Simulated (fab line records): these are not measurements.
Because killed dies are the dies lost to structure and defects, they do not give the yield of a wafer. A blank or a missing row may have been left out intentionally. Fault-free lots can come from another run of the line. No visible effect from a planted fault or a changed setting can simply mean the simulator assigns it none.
fab line records ; flow sky130
record: lots: 6; wafers: 18; last_day: 49
route steps=708 shown POLY_GATE@235 LDD_N@237 LDD_P@255 PAD_OPEN@708
lots that met no fault: from a run of the same line without faults
start_h: hours from the record's first day to the start of the lot's first wafer shown ; wait_h: time in hours since the lot's previous step ; " repeats the value in the row above ; L1.1+2: several wafers, shown together as one row ; - no value present, or no start provided ; * or withheld: withheld ; < > ~ a bound
route shown NAME@n: names a module that has steps shown in the file, with the first one's number in the route ; usual: mean and standard deviation over wafers with no fault ; same: alike in all rows ; chamber/n: place in a boat ; sites: per-site readings ; _std_site: the values' standard deviation ; _edge_site: the outer-site mean with the inner-site mean subtracted ; radius_mm: how far each site lies from the wafer's centre ; mask NAME#n: copy n ; behind: tool/chamber where the wafer was last shaped ; hold: the reason the lot was held/the length of the hold in hours/how it ended ; device: the n, p or np transistor that did not switch ; end of line: tests run on the same wafers once the route is complete ; for a step that has no rows: nothing shown but its recipe ; killed: count of dies lost to structure and defects at first sort (not the wafer's yield) ; map: dies across one wafer; x = killed, . = not, _ = none there
set.NAME: the setting the step ran with; set.NAME@STEP: the setting that earlier step ran with ; model.NAME: the simulator's own value behind a step, which no gauge read
certain route steps with their lots: each step a table, each wafer a row
services: from which hour (start_h, from the record's first day; less than 0 if before it) a tool's chamber was out of use, for how many hours, and why
== steps ==
step: SKY_POLY_GATE_THK_MEAS_21
recipe: reads: SiO2_of_POLY_GATE_OXIDATION_20
usual: POLY_GATE_OXIDATION_THK: 4.02/0.072
lot.wafer;tool;chamber;start_h;wait_h;POLY_GATE_OXIDATION_THK[nm]
L573.1;film_metro-01;-;379.29;0.0;4.03
L573.2;film_metro-01;-;379.29;0.0;3.93
L573.4;film_metro-01;-;379.29;0.0;4.06
L575.2;film_metro-04;-;396.56;0.0;3.93
L575.3;film_metro-04;-;396.56;0.0;3.95
L575.5;film_metro-04;-;396.56;0.0;4.02
L581.3;film_metro-01;-;447.02;0.0;3.96
L581.5;film_metro-01;-;447.02;0.0;4.00
L581.6;film_metro-01;-;447.02;0.0;3.96
L583.1;film_metro-01;-;464.83;0.0;3.93
L583.3;film_metro-01;-;464.83;0.0;4.04
L583.6;film_metro-01;-;464.83;0.0;3.97
L587.1;film_metro-03;-;512.66;0.0;4.13
L587.2;film_metro-03;-;512.66;0.0;4.06
L587.5;film_metro-03;-;512.66;0.0;4.03
L591.1;film_metro-01;-;544.04;0.0;4.16
L591.3;film_metro-01;-;544.04;0.0;4.15
L591.5;film_metro-01;-;544.04;0.0;4.17
step: SKY_POLY_GATE_CD_MEAS_22
usual: cd_nm: 149.5/2.2
lot.wafer;tool;chamber;start_h;wait_h;cd_nm
L573.1;cd_sem-01;-;379.35;0.1;150.6
L573.2;cd_sem-01;-;379.35;0.1;149.0
L573.4;cd_sem-01;-;379.35;0.1;148.1
L575.2;cd_sem-01;-;396.63;0.1;150.4
L575.3;cd_sem-01;-;396.63;0.1;153.8
L575.5;cd_sem-01;-;396.63;0.1;151.5
L581.3;cd_sem-01;-;447.12;0.1;148.5
L581.5;cd_sem-01;-;447.12;0.1;151.8
L581.6;cd_sem-01;-;447.12;0.1;149.5
L583.1;cd_sem-01;-;464.89;0.1;150.0
L583.3;cd_sem-01;-;464.89;0.1;148.4
L583.6;cd_sem-01;-;464.89;0.1;148.9
L587.1;cd_sem-02;-;512.72;0.1;148.3
L587.2;cd_sem-02;-;512.72;0.1;150.6
L587.5;cd_sem-02;-;512.72;0.1;148.3
L591.1;cd_sem-01;-;544.10;0.1;147.6
L591.3;cd_sem-01;-;544.10;0.1;146.2
L591.5;cd_sem-01;-;544.10;0.1;147.2
step: SKY_LDD_N_DEHYDRATE_00
recipe: temp_c: 200; time_s: 60
step: SKY_LDD_N_HMDS_01
recipe: prime_time_s: 60; prime_temp_c: 120
step: SKY_LDD_N_COAT_02
recipe: resist: NOVOLAK; spin_rpm: 3000; resist_thk_nm: 300
step: SKY_LDD_N_SOFTBAKE_03
recipe: temp_c: 90; time_s: 60; resist: NOVOLAK
step: SKY_LDD_N_EXPOSE_04
recipe: mask_id: NTM; target_cd_nm: 840; na: 0.6; source_shape: conventional; sigma_outer: 0.6; dose_mj: 110
step: SKY_LDD_N_PEB_05
recipe: temp_c: withheld; time_s: *; resist: NOVOLAK
step: SKY_LDD_N_DEVELOP_06
recipe: develop_time_s: 60; dev_temp_c: 23
step: SKY_LDD_N_OVL_MEAS_07
usual: LDD_N_OVL: -0.9/1.4
lot.wafer;tool;chamber;start_h;wait_h;LDD_N_OVL[nm]
L573.1;overlay-02;-;409.41;0.1;0.5
L573.2;overlay-02;-;409.41;0.1;0.5
L573.4;overlay-02;-;409.41;0.1;-0.1
L575.2;overlay-02;-;426.31;0.1;-3.2
L575.3;overlay-02;-;426.31;0.1;-2.2
L575.5;overlay-02;-;426.31;0.1;-0.6
L581.3;overlay-01;-;477.20;0.1;1.0
L581.5;overlay-01;-;477.20;0.1;0.4
L581.6;overlay-01;-;477.20;0.1;0.0
L583.1;overlay-01;-;495.41;0.1;0.0
L583.3;overlay-01;-;495.41;0.1;-1.5
L583.6;overlay-01;-;495.41;0.1;1.7
L587.1;overlay-02;-;543.04;0.1;-1.1
L587.2;overlay-02;-;543.04;0.1;-2.4
L587.5;overlay-02;-;543.04;0.1;-3.2
L591.1;overlay-02;-;573.76;0.1;-2.4
L591.3;overlay-02;-;573.76;0.1;-0.8
L591.5;overlay-02;-;573.76;0.1;-2.7
step: SKY_LDD_N_IMPLANT_08
recipe: species: As; energy_kev: 20; dose_cm2: 7.5e+13; tilt_deg: withheld; rotation_deg: 23
step: SKY_LDD_N_IMPLANT_09
recipe: species: As; energy_kev: 20; dose_cm2: 7.5e+13; tilt_deg: withheld; rotation_deg: 113
step: SKY_LDD_N_IMPLANT_10
recipe: species: As; energy_kev: 20; dose_cm2: 7.5e+13; tilt_deg: withheld; rotation_deg: 203
usual: dose_ions_cm2: 7.5e+13/8.3e+10; faraday_current_uA: 423/8.1; rotation_deg: 203.00/0.047
lot.wafer;tool;chamber;start_h;wait_h;dose_ions_cm2;faraday_current_uA;rotation_deg
L573.1;implanter-03;0;409.75;0.1;7.505e+13;414;203.01
L573.2;implanter-03;0;409.75;0.1;7.497e+13;424;202.97
L573.4;implanter-03;0;409.75;0.1;7.503e+13;423;203.00
L575.2;implanter-01;0;426.66;0.1;7.508e+13;409;203.08
L575.3;implanter-01;0;426.66;0.1;7.504e+13;421;203.01
L575.5;implanter-01;0;426.66;0.1;7.489e+13;415;203.07
L581.3;implanter-01;0;477.57;0.1;5.507e+13;306;202.98
L581.5;implanter-01;0;477.57;0.1;5.488e+13;315;202.97
L581.6;implanter-01;0;477.57;0.1;5.476e+13;316;203.05
L583.1;implanter-01;0;495.75;0.1;5.495e+13;319;202.98
L583.3;implanter-01;0;495.75;0.1;5.507e+13;304;202.98
L583.6;implanter-01;0;495.75;0.1;5.488e+13;316;203.05
L587.1;implanter-02;0;543.37;0.1;7.505e+13;432;202.95
L587.2;implanter-02;0;543.37;0.1;7.507e+13;416;202.96
L587.5;implanter-02;0;543.37;0.1;7.5e+13;430;203.01
L591.1;implanter-03;0;574.10;0.1;7.496e+13;430;202.95
L591.3;implanter-03;0;574.10;0.1;7.501e+13;413;203.01
L591.5;implanter-03;0;574.10;0.1;7.502e+13;426;202.98
step: SKY_LDD_N_IMPLANT_11
recipe: species: As; energy_kev: 20; dose_cm2: 7.5e+13; tilt_deg: withheld; rotation_deg: 293
step: SKY_LDD_N_IMPLANT_12
recipe: species: BF2; energy_kev: 50; dose_cm2: 5e+12; tilt_deg: 30; rotation_deg: 0
step: SKY_LDD_N_IMPLANT_13
recipe: species: BF2; energy_kev: 50; dose_cm2: 5e+12; tilt_deg: 30; rotation_deg: 90
step: SKY_LDD_N_IMPLANT_14
recipe: species: BF2; energy_kev: 50; dose_cm2: 5e+12; tilt_deg: 30; rotation_deg: 180
step: SKY_LDD_N_IMPLANT_15
recipe: species: BF2; energy_kev: 50; dose_cm2: 5e+12; tilt_deg: 30; rotation_deg: 270
step: SKY_LDD_N_STRIP_16
recipe: chemistry: O2/N2; power_w: 1400; pressure_mtorr: 1500; platen_temp_c: withheld; o2_flow_sccm: 3000; n2_flow_sccm: 300; overash_fraction: 0.5
usual: drypump_motor_current_A: 5.6/0.58; oes_product_au: 0.406/0.0044; strip_time_to_endpoint_s: 4.316/0.013
lot.wafer;tool;chamber;start_h;wait_h;drypump_motor_current_A;oes_product_au;rf_hours_counter_h;strip_time_to_endpoint_s
L573.1;plasma_asher-01;0;410.65;0.1;5.2;0.406;57;4.335
L573.2;plasma_asher-01;1;410.65;0.1;5.8;0.404;57;4.314
L573.4;plasma_asher-01;0;410.65;0.1;5.2;0.406;-;4.285
L575.2;plasma_asher-02;0;427.54;0.1;6.4;0.404;73;4.317
L575.3;plasma_asher-02;1;427.54;0.1;4.9;0.403;-;4.318
L575.5;plasma_asher-02;1;427.54;0.1;4.8;0.405;-;4.307
L581.3;plasma_asher-02;1;478.46;0.1;4.9;0.400;-;4.266
L581.5;plasma_asher-02;0;478.46;0.1;6.4;0.398;-;4.242
L581.6;plasma_asher-02;1;478.46;0.1;4.9;0.409;-;4.272
L583.1;plasma_asher-01;1;496.65;0.1;5.8;0.409;66;4.258
L583.3;plasma_asher-01;0;496.65;0.1;5.2;0.403;-;4.253
L583.6;plasma_asher-01;0;496.65;0.1;5.2;0.407;-;4.273
L587.1;plasma_asher-01;1;544.27;0.1;5.8;0.404;71;4.309
L587.2;plasma_asher-01;0;544.27;0.1;5.2;0.416;71;4.317
L587.5;plasma_asher-01;0;544.27;0.1;5.2;0.411;-;4.312
L591.1;plasma_asher-03;0;575.00;0.1;6.3;0.404;14;4.298
L591.3;plasma_asher-03;1;575.00;0.1;4.9;0.409;-;4.283
L591.5;plasma_asher-03;0;575.00;0.1;6.3;0.409;-;4.292
step: SKY_LDD_N_TW_MEAS_17
usual: LDD_N_TW: 2588/14
lot.wafer;tool;chamber;start_h;wait_h;LDD_N_TW
L573.1;film_metro-02;-;410.75;0.1;2565
L573.2;film_metro-02;-;410.75;0.1;2591
L573.4;film_metro-02;-;410.75;0.1;2573
L575.2;film_metro-03;-;427.65;0.1;2553
L575.3;film_metro-03;-;427.65;0.1;2570
L575.5;film_metro-03;-;427.65;0.1;2568
L581.3;film_metro-03;-;478.54;0.1;2537
L581.5;film_metro-03;-;478.54;0.1;2541
L581.6;film_metro-03;-;478.54;0.1;2531
L583.1;film_metro-04;-;496.75;0.1;2571
L583.3;film_metro-04;-;496.75;0.1;2568
L583.6;film_metro-04;-;496.75;0.1;2572
L587.1;film_metro-02;-;544.37;0.1;2589
L587.2;film_metro-02;-;544.37;0.1;2596
L587.5;film_metro-02;-;544.37;0.1;2592
L591.1;film_metro-03;-;575.10;0.1;2558
L591.3;film_metro-03;-;575.10;0.1;2569
L591.5;film_metro-03;-;575.10;0.1;2584
step: SKY_LDD_P_DEHYDRATE_00
recipe: temp_c: 200; time_s: 60
step: SKY_PAD_OPEN_PROBE_99
usual: killed_at_M0_to_M3: 43/6.8; killed_at_M4_up: 3.2/1.8; killed_at_contacts: 24/5.2; killed_at_front_end: 15/4.2; killed_at_other: 0.4/0.62; killed_dies: 85/8.7; killed_open: 46/6.7; killed_short: 39/5.9
same: gross_dies: 492; killed_at_back_side: 0
lot.wafer;tool;chamber;start_h;wait_h;killed_at_M0_to_M3;killed_at_M4_up;killed_at_contacts;killed_at_front_end;killed_at_other;killed_dies;killed_open;killed_short;model.etest.tip_n.rs_ohm_sq
L573.1;prober-02;-;1078.96;0.1;58;4;20;7;0;89;52;37;449.1
L573.2;prober-02;-;1079.01;0.1;38;0;30;12;0;80;37;43;448.4
L573.4;prober-02;-;1079.11;0.2;30;1;25;17;0;73;38;35;446.5
L575.2;prober-01;-;1093.04;0.1;39;2;20;11;0;72;41;31;440
L575.3;prober-01;-;1093.09;0.2;44;4;23;20;0;91;49;42;439.9
L575.5;prober-01;-;1093.19;0.2;46;3;28;20;0;97;48;49;442.5
L581.3;prober-01;-;1124.96;0.2;33;2;24;10;0;69;35;34;463.6
L581.5;prober-01;-;1125.06;0.2;34;5;23;16;0;78;46;32;468.5
L581.6;prober-01;-;1125.11;0.2;45;5;28;4;0;82;53;29;466.1
L583.1;prober-01;-;1136.56;0.1;48;5;26;16;0;95;46;48;460.8
L583.3;prober-01;-;1136.66;0.2;35;6;24;17;0;82;45;36;455.5
L583.6;prober-01;-;1136.81;0.2;43;2;30;9;0;84;50;33;458.3
L587.1;prober-01;-;1162.77;0.1;43;4;19;12;0;78;45;33;443.4
L587.2;prober-01;-;1162.82;0.1;52;4;20;14;0;90;45;45;437.3
L587.5;prober-01;-;1162.97;0.2;43;1;18;18;0;80;48;32;438.5
L591.1;prober-01;-;1181.44;0.1;45;4;20;17;0;86;36;50;446.9
L591.3;prober-01;-;1181.54;0.2;33;2;26;20;0;81;41;40;446.2
L591.5;prober-01;-;1181.64;0.2;34;1;24;13;1;73;42;31;447.4
killed by level:class
L573.1 VIA1:geometric_particle:open=13 CONTACT:geometric_particle:open=8 METAL2:geometric_particle:short=8 VIA3:geometric_particle:open=8 VIA1:geometric_particle:short=7 VIA2:geometric_particle:open=6 VIA3:geometric_particle:short=5 LI_CONTACT:geometric_particle:open=4
L573.2 CONTACT:geometric_particle:open=10 CONTACT:geometric_particle:short=9 VIA1:geometric_particle:open=9 VIA1:geometric_particle:short=7 METAL2:geometric_particle:short=5 LOCAL_INTERCONNECT:geometric_particle:short=4 POLY_GATE:geometric_particle:open=4 VIA2:geometric_particle:short=4
L573.4 CONTACT:geometric_particle:open=11 VIA1:geometric_particle:open=7 FIELD_ISO:geometric_particle:open=6 LI_CONTACT:geometric_particle:open=6 VIA1:geometric_particle:short=5 METAL1:geometric_particle:short=4 VIA3:geometric_particle:open=4 FIELD_ISO:geometric_particle:short=3
L575.2 VIA2:geometric_particle:open=9 VIA1:geometric_particle:open=8 LOCAL_INTERCONNECT:geometric_particle:short=6 CONTACT:geometric_particle:open=6 METAL2:geometric_particle:short=6 FIELD_ISO:geometric_particle:open=5 VIA3:geometric_particle:open=5 LI_CONTACT:geometric_particle:open=4
L575.3 CONTACT:geometric_particle:open=15 VIA1:geometric_particle:open=9 POLY_GATE:geometric_particle:short=8 VIA3:geometric_particle:open=7 FIELD_ISO:geometric_particle:short=6 METAL2:geometric_particle:short=6 VIA2:geometric_particle:open=5 METAL3:geometric_particle:short=4
L575.5 VIA1:geometric_particle:open=14 POLY_GATE:geometric_particle:open=8 LOCAL_INTERCONNECT:geometric_particle:short=6 CONTACT:geometric_particle:open=6 VIA2:geometric_particle:open=6 VIA3:geometric_particle:short=6 LI_CONTACT:geometric_particle:open=5 CONTACT:geometric_particle:short=5
L581.3 LOCAL_INTERCONNECT:geometric_particle:short=8 VIA1:geometric_particle:open=6 LI_CONTACT:geometric_particle:open=6 METAL1:geometric_particle:short=6 VIA3:geometric_particle:open=6 CONTACT:geometric_particle:open=5 METAL2:geometric_particle:short=4 FIELD_ISO:geometric_particle:short=3
L581.5 LI_CONTACT:geometric_particle:open=9 FIELD_ISO:geometric_particle:open=7 VIA1:geometric_particle:open=7 VIA2:geometric_particle:open=7 CONTACT:geometric_particle:open=4 METAL1:geometric_particle:short=4 VIA1:geometric_particle:short=4 CONTACT:geometric_particle:short=3
L581.6 VIA1:geometric_particle:open=17 CONTACT:geometric_particle:open=14 METAL1:geometric_particle:short=8 VIA2:geometric_particle:open=7 LI_CONTACT:geometric_particle:open=5 LOCAL_INTERCONNECT:geometric_particle:short=4 VIA1:geometric_particle:short=4 METAL4:geometric_particle:short=4
L583.1 LI_CONTACT:geometric_particle:open=9 CONTACT:geometric_particle:open=9 VIA1:geometric_particle:open=8 VIA3:geometric_particle:short=8 METAL2:geometric_particle:short=6 METAL1:geometric_particle:short=5 VIA1:geometric_particle:short=5 FIELD_ISO:geometric_particle:short=4
L583.3 CONTACT:geometric_particle:open=10 VIA2:geometric_particle:open=9 METAL1:geometric_particle:short=6 VIA1:geometric_particle:open=6 VIA3:geometric_particle:open=5 FIELD_ISO:geometric_particle:open=4 POLY_GATE:geometric_particle:open=4 LI_CONTACT:geometric_particle:open=4
L583.6 VIA1:geometric_particle:open=13 LI_CONTACT:geometric_particle:open=9 CONTACT:geometric_particle:open=8 LOCAL_INTERCONNECT:geometric_particle:short=6 CONTACT:geometric_particle:short=6 METAL1:geometric_particle:short=6 VIA3:geometric_particle:open=6 VIA2:geometric_particle:open=5
L587.1 VIA1:geometric_particle:open=10 CONTACT:geometric_particle:short=8 VIA3:geometric_particle:open=8 CONTACT:geometric_particle:open=7 METAL2:geometric_particle:short=6 VIA2:geometric_particle:open=5 VIA1:geometric_particle:short=4 FIELD_ISO:geometric_particle:short=3
L587.2 METAL2:geometric_particle:short=11 VIA1:geometric_particle:short=10 VIA1:geometric_particle:open=10 LI_CONTACT:geometric_particle:open=6 FIELD_ISO:geometric_particle:open=5 CONTACT:geometric_particle:open=5 METAL1:geometric_particle:short=4 METAL2:geometric_particle:open=4
L587.5 VIA1:geometric_particle:open=9 VIA3:geometric_particle:open=8 LI_CONTACT:geometric_particle:open=8 CONTACT:geometric_particle:open=6 VIA3:geometric_particle:short=5 FIELD_ISO:geometric_particle:open=4 VIA2:geometric_particle:short=4 FIELD_ISO:geometric_particle:short=3
L591.1 METAL1:geometric_particle:short=10 VIA1:geometric_particle:open=9 METAL2:geometric_particle:short=7 LOCAL_INTERCONNECT:geometric_particle:short=6 CONTACT:geometric_particle:open=6 VIA3:geometric_particle:short=6 SPACER:geometric_particle:open=5 VIA1:geometric_particle:short=5
L591.3 VIA1:geometric_particle:open=8 FIELD_ISO:geometric_particle:short=7 METAL1:geometric_particle:short=7 LI_CONTACT:geometric_particle:open=7 CONTACT:geometric_particle:open=7 FIELD_ISO:geometric_particle:open=6 CONTACT:geometric_particle:short=6 LOCAL_INTERCONNECT:geometric_particle:short=4
L591.5 CONTACT:geometric_particle:open=13 VIA3:geometric_particle:open=8 VIA2:geometric_particle:open=5 CONTACT:geometric_particle:short=4 VIA1:geometric_particle:open=4 METAL1:geometric_particle:short=4 METAL2:geometric_particle:short=4 FIELD_ISO:geometric_particle:short=3
== services ==
tool;chamber;start_h;hours;kind
plasma_asher-01;-;407.28;2.8;pm
implanter-02;-;409.17;4.1;repair
plasma_asher-03;-;421.28;9.0;pm
plasma_asher-03;0;421.28;9.0;vent_cycle
plasma_asher-03;1;421.28;9.0;vent_cycle
plasma_asher-03;0;430.28;-;clean
plasma_asher-03;1;430.28;-;clean
implanter-03;-;437.06;1.8;pm
implanter-03;-;449.85;2.4;repair
plasma_asher-03;-;489.02;14.6;pm
implanter-02;-;503.53;3.3;repair
implanter-01;-;527.61;5.5;repair
== key ==
first_sign: step: SKY_LDD_N_IMPLANT_10; reading: dose_ions_cm2; direction: down; sigmas: 99+; usual: *; struck: *
effect: step: SKY_LDD_N_IMPLANT_10; reading: faraday_current_uA; direction: down; sigmas: 14; usual: 423; struck: 313
effect: step: SKY_LDD_N_STRIP_16; reading: strip_time_to_endpoint_s; direction: down; sigmas: 4.2; usual: *; struck: *
effect: step: SKY_LDD_N_TW_MEAS_17; reading: LDD_N_TW; direction: down; sigmas: 2.6; usual: 2588; struck: 2553
model_effect: step: SKY_PAD_OPEN_PROBE_99; value: etest.tip_n.rs_ohm_sq; without: 442.2; struck: 462.1
met_at SKY_LDD_N_IMPLANT_10
struck_wafers L581.3,L581.5,L581.6,L583.1,L583.3,L583.6
tester_left_out L581,L583
onset_between 426.66 477.57
fault: kind: process_parameter_drift; tool: implanter-01; chamber: -; onset_h: 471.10; steps: SKY_LDD_N_IMPLANT_10; channel: dose_cm2; offset: *; shape: step; end_h: 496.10; acts_in: *; stated: *
tester_left_out: of these lots the tester's yield and bins aren't shown, on N5 and GAA mostly nor the transistor test; their killed dies are dies lost to structure and defects alone, not to doping, threshold or leakage, so they don't give the yield
